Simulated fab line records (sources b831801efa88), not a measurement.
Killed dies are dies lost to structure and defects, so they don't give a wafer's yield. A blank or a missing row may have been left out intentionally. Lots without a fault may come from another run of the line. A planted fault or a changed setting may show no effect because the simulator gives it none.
Chamber matching / flow sky130 / SKY_VIA4_CMP_21 on cmp-02: 4 sister chambers
The step polishes, stops on SiO2, t overpolish 25 s, target thk 0 nm. 8 wafers are shown with their chamber, then 8 later ones without.

WAFERS, EACH WITH ITS CHAMBER
wafer=L934.5; chamber=2; motorCurrentA (A)=13.7; overpolishRunS (s)=24.985
wafer=L934.6; chamber=1; motorCurrentA (A)=10.6; overpolishRunS (s)=25.008
wafer=L936.3; chamber=2; motorCurrentA (A)=12.6; overpolishRunS (s)=24.982
wafer=L936.6; chamber=0; motorCurrentA (A)=9.7; overpolishRunS (s)=25.000
wafer=L937.1; chamber=3; motorCurrentA (A)=12.4; overpolishRunS (s)=24.992
wafer=L937.5; chamber=3; motorCurrentA (A)=11.8; overpolishRunS (s)=24.998
wafer=L937.6; chamber=0; motorCurrentA (A)=9.7; overpolishRunS (s)=25.000
wafer=L939.3; chamber=1; motorCurrentA (A)=9.8; overpolishRunS (s)=25.003

WAFERS MISSING THEIR CHAMBER
wafer=L939.5; motorCurrentA (A)=12.7; overpolishRunS (s)=25.000
wafer=L939.6; motorCurrentA (A)=11.8; overpolishRunS (s)=24.994
wafer=L940.2; motorCurrentA (A)=12.4; overpolishRunS (s)=24.989
wafer=L940.4; motorCurrentA (A)=10.7; overpolishRunS (s)=25.007
wafer=L940.6; motorCurrentA (A)=10.3; overpolishRunS (s)=24.995
wafer=L942.1; motorCurrentA (A)=10.4; overpolishRunS (s)=25.001
wafer=L942.3; motorCurrentA (A)=11.6; overpolishRunS (s)=25.005
wafer=L942.5; motorCurrentA (A)=12.7; overpolishRunS (s)=24.995

CHAMBER TAKEN BY EACH
wafer=L939.5; from the rows above=3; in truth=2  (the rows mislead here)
wafer=L939.6; from the rows above=3; in truth=3
wafer=L940.2; from the rows above=can't be placed: 3 or 2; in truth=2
wafer=L940.4; from the rows above=can't be placed: 1 or 0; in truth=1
wafer=L940.6; from the rows above=can't be placed: 0 or 3 or 1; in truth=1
wafer=L942.1; from the rows above=can't be placed: 0 or 1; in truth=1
wafer=L942.3; from the rows above=can't be placed: 1 or 3 or 0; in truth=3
wafer=L942.5; from the rows above=3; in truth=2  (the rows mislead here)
Correct placement for 1 of the 8. Unplaceable from these rows: 5, with the true chamber sitting among the candidates in 5. Number placed wrongly: 2.
How it was worked out, from the rows above alone: a wafer's distance from a chamber is the root of the sum, over the readings, of the square of ((its reading less the chamber's mean) divided by the reading's scatter). If the next closest chamber is less than 2 further off than the closest, the wafer can't be placed; otherwise it belongs to the closest. The mean given for a chamber averages the wafers shown for that chamber. The scatter: the root of (the sum of the squares of (reading less its chamber's mean) over the shown wafers, divided by (wafers less chambers)).
